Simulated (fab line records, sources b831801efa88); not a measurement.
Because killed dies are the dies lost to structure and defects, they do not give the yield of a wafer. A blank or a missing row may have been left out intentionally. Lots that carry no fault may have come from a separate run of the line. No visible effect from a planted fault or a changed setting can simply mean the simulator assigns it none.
A lot that was struck, set against a sound lot    flow sky130    21 steps out of a route of 708
Sound: wafers L814.1, L814.4, L814.6. Struck: wafer L818.1. (L818.4, L818.6 of the same lot were not struck and are left out.) The cause comes at the end.
For every step that has rows: the tool of each side, followed by ch and its chambers, followed by its first start. Under that, the readings that differ: sound wafers    struck wafers    difference of the means    sigmas: that difference in standard deviations of wafers without a fault.
alike: readings whose means differ by less than 2 such deviations, and words and numbers that are the same on both sides. not compared: withheld readings, readings that some wafer has no value for, bounds like >300 that may hide the same value, and numbers for which the record gives no deviation and whose values overlap.
A row with sigmas, a row that says differs or no value, or rows on one side alone: a step with any of these is where the two part. Numbers that don't overlap but have no deviation are shown without sigmas and don't part them. A reading that every wafer of one side lacks parts them only if that side has two wafers or more.

first, 4 steps without rows for these wafers: SKY_METAL2_STRIP_21 (strips in post etch residue remover, time 1200 s); SKY_METAL2_CLEAN_22 (cleans in IPA, time 180 s); SKY_METAL2_CLEAN_23 (cleans in O3/DIW); SKY_VIA2_HDPCVD_00 (deposits SiO2, target thk 1180 nm, time 196.7 s).
SKY_VIA2_THK_MEAS_01:
  sound on film_metro-03 at day 38 01:14; struck on film_metro-03 at day 39 04:34
reading               sound           struck  difference  sigmas
VIA2_HDPCVD_THK (nm)  1162 1150 1160  1191    +34         +3
SKY_VIA2_CMP_02: polishes SiO2.
  sound on cmp-02 ch 2,3, day 38 01:20; struck on cmp-02 ch 2, day 39 05:46
  alike: motor_current_A
SKY_VIA2_BOW_MEAS_03:
  sound on film_metro-01 at day 38 01:35; struck on film_metro-03 at day 39 06:04
  alike: VIA2_BOW
then, 5 steps without rows for these wafers: SKY_VIA2_DEHYDRATE_04 (time 60 s); SKY_VIA2_HMDS_05 (prime time 60 s); SKY_VIA2_COAT_06 (resist thk 60 nm); SKY_VIA2_COAT_07 (resist thk 450 nm); SKY_VIA2_SOFTBAKE_08 (time 90 s).
SKY_VIA2_EXPOSE_09: exposes mask VIM2, target cd 200 nm.
  sound on krf_scanner-02 ch 0, day 38 13:59; struck on krf_scanner-02 ch 0, day 39 17:31
  alike: mask
then, 2 steps without rows for these wafers: SKY_VIA2_PEB_10; SKY_VIA2_DEVELOP_11 (develop time 60 s).
SKY_VIA2_CD_MEAS_12: target cd 200 nm.
  sound on cd_sem-02 at day 39 02:38; struck on cd_sem-02 at day 40 06:05
reading     sound              struck  difference  sigmas
cd_nm (nm)  201.0 201.4 201.5  182.4   -18.9       -16
SKY_VIA2_OVL_MEAS_13:
  sound on overlay-01 at day 39 02:46; struck on overlay-01 at day 40 06:13
  alike: VIA2_OVL
SKY_VIA2_ETCH_14: etches BARC in N2/H2, stops on SiO2, time 45.9 s, target depth 60 nm.
  sound on rie_diel-01 ch 1,3, day 39 02:48; struck on rie_diel-02 ch 0, day 40 06:15
reading                sound            struck  difference  sigmas
model.VIA2.cd_nm (nm)  201.5 201.4 202  182.9   -18.7       
  alike: drypump_motor_current_A, oes_product_au, throttle_valve_pct
  not compared: rf_hours_counter_h
SKY_VIA2_ETCH_15: etches SiO2 in C4F8/O2/Ar, stops on TiN, target depth 546 nm, time 84 s.
  sound on rie_diel-01 ch 1,3, day 39 02:50; struck on rie_diel-02 ch 0, day 40 06:17
reading                sound              struck  difference  sigmas
model.VIA2.cd_nm (nm)  201.9 207.6 202.5  180.6   -23.4       
  alike: oes_product_au
  not compared: rf_hours_counter_h
SKY_VIA2_STRIP_16: strips in O2/N2.
  sound on plasma_asher-03 ch 0,1, day 39 02:54; struck on plasma_asher-02 ch 1, day 40 06:21
reading                      sound        struck  difference  sigmas
drypump_motor_current_A (A)  6.2 6.3 5.8  5.1     -1.0        -2
  alike: oes_product_au, strip_time_to_endpoint_s
  not compared: rf_hours_counter_h
-- the record jumps here: 9 days lie between the struck wafers' starts before and after (it left off in module VIA2 and takes up again in module PAD_OPEN, whose first step shown is number 708 of the route) --
SKY_PAD_OPEN_PROBE_99:
  sound on prober-02 at day 48 03:02; struck on prober-02 at day 48 22:53
reading                        sound            struck  difference  sigmas
defect_limited_yield (%)       83.7 82.9 83.9   79.1    -4.4        -2
killed_at_M4_up                2 6 1            8       +5          +3
killed_at_front_end            10 12 8          21      +11         +3
killed_dies                    80 84 79         103     +22         +2
killed_open                    37 40 46         58      +17         +2
sort_n_pass                    412 408 413      389     -22         -2
sort_yield_pct (%)             83.7 82.9 83.9   79.1    -4.4        -2
model.etest.via2_chain.rc_ohm  9.8 9.392 9.213  12.45   +2.98       
  alike: killed_at_M0_to_M3, killed_at_contacts, killed_at_other, killed_short, sort_bin_3_pad_short, sort_bin_5_function, sort_bin_6_memory

## WHERE THEY PART
First at SKY_VIA2_THK_MEAS_01; last, within this record, at SKY_PAD_OPEN_PROBE_99.

WHY: what the simulator had put in
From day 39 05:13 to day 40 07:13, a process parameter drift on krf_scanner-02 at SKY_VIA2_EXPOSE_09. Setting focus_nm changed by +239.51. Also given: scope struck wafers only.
